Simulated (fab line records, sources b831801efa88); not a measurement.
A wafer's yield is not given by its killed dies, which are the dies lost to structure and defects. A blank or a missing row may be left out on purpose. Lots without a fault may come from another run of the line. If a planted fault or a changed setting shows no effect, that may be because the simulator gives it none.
The tool behind it: which one? -- flow gf180mcu -- Sampling: 8 lots, 24 wafers, 4 of 602 route steps

## WHAT EACH GAUGE READ, for each wafer
GF_VT_IMPLANT_OVL_MEAS_40.
lot,measured,on,VT_IMPLANT_03_OVL (nm)
L945,day 7 14:23,overlay-01,-1.0 1.0 -0.1
L946,day 7 18:37,overlay-02,3.1 3.0 2.5
L947,day 8 00:40,overlay-02,1.2 2.7 2.3
L948,day 8 07:10,overlay-01,0.6 -1.4 -2.1
L956,day 10 14:18,overlay-02,1.5 1.6 1.0
L957,day 10 20:13,overlay-02,0.8 2.6 1.8
L958,day 11 03:05,overlay-01,4.0 1.6 2.6
L960,day 11 17:10,overlay-02,-1.3 2.1 -1.0

GF_DUAL_GATE_OVL_MEAS_11.
lot,measured,on,DUAL_GATE_OVL (nm)
L945,day 8 09:08,overlay-01,2.0 3.1 2.4
L946,day 8 14:26,overlay-02,-0.6 -1.5 -2.2
L947,day 8 20:14,overlay-02,1.7 -0.7 -0.1
L948,day 9 02:29,overlay-02,-0.2 -0.9 0.6
L956,day 11 11:44,overlay-02,8.9 7.6 6.8 8.9 7.9 6.6
L957,day 11 17:42,overlay-02,8.6 6.6 8.2 8.3 6.9 8.4
L958,day 12 00:43,overlay-01,1.6 -0.7 -0.5
L960,day 12 14:56,overlay-02,-0.8 -1.6 -0.4

## EACH LOT AND THE TOOL THAT RAN IT (in order: tool; ch and the chambers of the sampled wafers; start)
lot,GF_NWELL_STRIP_10,GF_DUAL_GATE_EXPOSE_08
L945,"plasma asher-02 ch 0,1, day 3 09:31","iline stepper-02 ch 0, day 8 01:07"
L946,"plasma asher-01 ch 0,1, day 3 12:49","iline stepper-02 ch 0, day 8 06:02"
L947,"plasma asher-03 ch 0,1, day 3 18:07","iline stepper-02 ch 0, day 8 11:53"
L948,"plasma asher-03 ch 0,1, day 4 00:06","iline stepper-02 ch 0, day 8 18:05"
L956,"plasma asher-02 ch 0,1, day 5 20:48","iline stepper-01 ch 0, day 11 02:19"
L957,"plasma asher-01 ch 0,1, day 6 00:54","iline stepper-01 ch 0, day 11 08:17"
L958,"plasma asher-02 ch 0, day 6 05:31","iline stepper-02 ch 0, day 11 15:40"
L960,"plasma asher-02 ch 0,1, day 6 16:55","iline stepper-02 ch 0, day 12 05:29"
- GF_NWELL_STRIP_10: strips in O2/N2.
- GF_DUAL_GATE_EXPOSE_08: exposes mask Dualgate, target cd 700 nm.

## AS READ BY THE TOOLS THEMSELVES (means over the sampled wafers that have a number; for cases with no such wafer, the mark the record gives instead)
GF_NWELL_STRIP_10.
lot,tool,drypump motor current A (A),heater power w (W),oes product au (a.u.),strip time to endpoint s (s)
L945,plasma asher-02,6.0,322,0.717,36.83
L946,plasma asher-01,5.7,323,0.721,36.91
L947,plasma asher-03,5.9,352,0.720,36.95
L948,plasma asher-03,5.9,354,0.726,36.92
L956,plasma asher-02,6.0,327,0.723,37.07
L957,plasma asher-01,5.9,324,0.722,37.15
L958,plasma asher-02,5.8,326,0.722,36.78
L960,plasma asher-02,6.0,325,0.722,36.86

## THE ANSWER, worked out from the rows above alone
Rule: usual is defined by the lots themselves. The widest of any qualifying gaps counts: lots, ordered by their means at a reading, are off when they make up no more than a third of the lots, leave a main group of 4 or more, and stand apart from it by 3 or more times the standard deviation of that group's means. Not used: any main group whose means are identical at the precision the tables above print for the reading. A lot without any number at a reading at which 4 lots or more have one is off too. The other lots that the step has rows for count as sound. First the gauges in route order, then the tools' own readings, where a lot's mean is used as printed above. At the first step where some lot is off, the reading lying furthest off is the one used; lots without a number count as furthest.
Off: at GF_DUAL_GATE_OVL_MEAS_11 (DUAL_GATE_OVL), L956, L957. Mean 0.1 nm and standard deviation 1.2 in the main group.
If a tool, at a process step before that reading, ran all the lots that are off and no sound lot after the first of them, it fits. Those tools and the gauges at GF_DUAL_GATE_OVL_MEAS_11 are tried in the same way. One candidate fits, namely iline stepper-01 at GF_DUAL_GATE_EXPOSE_08. It ran no sound lot before its first lot that is off in this sample, so the start can't be narrowed down.

## WHAT WAS PUT IN BY THE SIMULATOR
Scanner matching overlay: iline stepper-01, from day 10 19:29 on, at GF_DUAL_GATE_EXPOSE_08. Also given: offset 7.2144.
Lots struck among those shown: L956, L957. The same result came from the rule above.
